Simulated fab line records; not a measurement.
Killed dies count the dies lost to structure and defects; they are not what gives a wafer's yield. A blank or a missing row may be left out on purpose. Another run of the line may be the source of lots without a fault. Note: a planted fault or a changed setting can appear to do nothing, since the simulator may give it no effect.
One fault through the eyes of 2 desks :: flow sfqLine :: each desk has only its own numbers; what lay behind them comes last

## FOR THE TOOL OWNER'S DESK: krfScanner-02
The tool's own readings at SFQ_TRILAYER_M7_LITHO_EXPOSE_178 (exposes mask M7, target cd 500 nm): means of the sampled wafers that have a number, for each lot that ran on this tool. The brackets show how far a lot's mean lies from the usual mean; more than 4 standard deviations puts the lot out of limits, marked OUT.
Columns: A = exposureDoseMJCm2 at SFQ_TRILAYER_M7_LITHO_EXPOSE_178, usual 14.402; B = focusOffsetNm at SFQ_TRILAYER_M7_LITHO_EXPOSE_178, usual 0.0 nm
lot: L967
first seen here: day 82 08:49
A: 14.403
B: 0.0

lot: L980
first seen here: day 85 04:29
A: 17.398 (+99 or more) OUT
B: 0.4

lot: L981
first seen here: day 86 15:29
A: 17.411 (+99 or more) OUT
B: -0.5

lot: L982
first seen here: day 86 20:05
A: 17.410 (+99 or more) OUT
B: 0.2
This desk's verdict: out of limits on L980, L981, L982, starting with L980 at day 85 04:29 (exposureDoseMJCm2 at SFQ_TRILAYER_M7_LITHO_EXPOSE_178). L967: within limits.

## METROLOGY DESK
Means of the sampled wafers that have a number, per lot and without regard to the tool the lot ran on: this is what the gauges read. The brackets show how far a lot's mean lies from the usual mean; more than 4 standard deviations puts the lot out of limits, marked OUT.
Columns: A = I6_OVL at SFQ_I6_OVL_MEAS_942, usual 0 nm; B = M7_NB_RS at SFQ_M7_RS_MEAS_943, usual 0.925 ohm/sq; C = M7_OVL at SFQ_M7_OVL_MEAS_945, usual -3 nm; D = I7_BOW at SFQ_I7_BOW_MEAS_946, usual 9 um; E = I7_OVL at SFQ_I7_OVL_MEAS_947, usual 1 nm; F = M8_BOW at SFQ_M8_BOW_MEAS_951, usual 9 um
lot: L967
first seen here: day 78 03:58
A: -5
B: 0.933
C: 4
D: 12
E: -2
F: 14

lot: L971
first seen here: day 78 17:07
A: -2
B: 0.922
C: -4
D: 2
E: -5
F: 4

lot: L980
first seen here: day 80 18:53
A: -2
B: 0.921
C: -6
D: -2
E: 8
F: -2

lot: L981
first seen here: day 82 17:05
A: -8
B: 0.919
C: -2
D: 27
E: 2
F: 29

lot: L982
first seen here: day 82 18:17
A: 3
B: 0.928
C: -7
D: 17
E: 2
F: 19

lot: L987
first seen here: day 89 01:37
A: -2
B: 0.928
C: -2
D: 17
E: -1
F: 19

lot: L989
first seen here: day 90 08:19
A: 10
B: 0.937
C: -4
D: 26
E: -4
F: 27
Result from this desk: across the 7 lots, nothing is out of limits.

## BROUGHT TOGETHER
On L980, L981, L982, at day 85 04:29, an alarm was possible from the tool owner's desk.
Metrology desk: nothing out of limits seen.
The metrology desk has L980, L981, L982 on record, within its limits.
The lots listed all ran SFQ_TRILAYER_M7_LITHO_EXPOSE_178 on krfScanner-02.

## WHAT HAD BEEN PUT IN BY THE SIMULATOR
Process parameter drift: krfScanner-02, from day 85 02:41 on, at SFQ_TRILAYER_M7_LITHO_EXPOSE_178. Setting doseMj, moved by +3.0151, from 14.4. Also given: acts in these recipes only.
Shown lots that were struck: L980, L981, L982.
Delay in hours, fault start to first out-of-limits reading, by desk: the tool owner's desk at 2.
